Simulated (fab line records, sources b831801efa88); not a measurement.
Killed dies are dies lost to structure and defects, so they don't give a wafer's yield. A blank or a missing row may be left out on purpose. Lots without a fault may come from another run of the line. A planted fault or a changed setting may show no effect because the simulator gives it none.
One fault seen from 2 desks | flow gf180mcu | each desk has only its own numbers; what lay behind them comes last

THE METROLOGY DESK
What the gauges read, lot by lot, whatever tool the lot ran on: means of the sampled wafers that have a number. A lot is out of limits, marked OUT, if its mean lies more than 4 standard deviations from the usual mean; the brackets give that distance.
Columns: A = V1_W_RS at GF_V1_RS_MEAS_24, usual 0.327 ohm/sq; B = cd_nm at GF_M2_CD_MEAS_14, usual 279.6 nm
lot  | first seen here | A     | B
L115 | day 18 03:13    | 0.326 | 281.0
L118 | day 19 12:04    | 0.326 | 278.5
L119 | day 19 18:22    | 0.330 | 279.0
L120 | day 19 23:43    | 0.330 | 281.4
L121 | day 20 23:27    | 0.325 | 278.7
L123 | day 21 06:35    | 0.326 | 280.3
L129 | day 23 11:13    | 0.330 | 259.2 (-17) OUT
L130 | day 23 21:36    | 0.325 | 281.0
L134 | day 24 23:52    | 0.329 | 278.0
L135 | day 25 08:11    | 0.324 | 280.2
L137 | day 26 01:18    | 0.326 | 280.8
L138 | day 26 01:58    | 0.321 | 277.7
This desk's finding: out of limits on L129; first on L129, day 24 10:42 (cd_nm at GF_M2_CD_MEAS_14). In limits: L115, L118, L119, L120, L121, L123, L130, L134, L135, L137, L138.

THE TOOL OWNER'S DESK: krf_scanner-02
The tool's own readings at GF_M2_EXPOSE_11 (exposes mask Metal2, target cd 280 nm): means of the sampled wafers that have a number, for each lot that ran on this tool. A lot is out of limits, marked OUT, if its mean lies more than 4 standard deviations from the usual mean; the brackets give that distance.
Columns: A = exposure_dose_mJ_cm2 at GF_M2_EXPOSE_11, usual 27.993; B = reticle_temp_C at GF_M2_EXPOSE_11, usual 23.00 C
lot  | first seen here | A                | B
L115 | day 18 15:49    | 27.997           | 22.99
L118 | day 20 01:09    | 28.007           | 22.97
L129 | day 23 23:49    | 27.162 (-32) OUT | 22.94
This desk's finding: out of limits on L129; first on L129, day 23 23:49 (exposure_dose_mJ_cm2 at GF_M2_EXPOSE_11). In limits: L115, L118.

PUT TOGETHER
The tool owner's desk could have raised an alarm at day 23 23:49, on L129.
The metrology desk could have raised an alarm at day 24 10:42, on L129.
Of the lots named, all ran GF_M2_EXPOSE_11 on krf_scanner-02.

WHAT THE SIMULATOR HAD PUT IN
Process parameter drift: krf_scanner-02, from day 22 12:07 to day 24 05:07, at GF_M2_EXPOSE_11. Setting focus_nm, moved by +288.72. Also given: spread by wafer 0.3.
Lots struck among those shown: L129.
Hours from the fault's start to each desk's first reading out of limits: the tool owner's desk, 36; the metrology desk, 47.
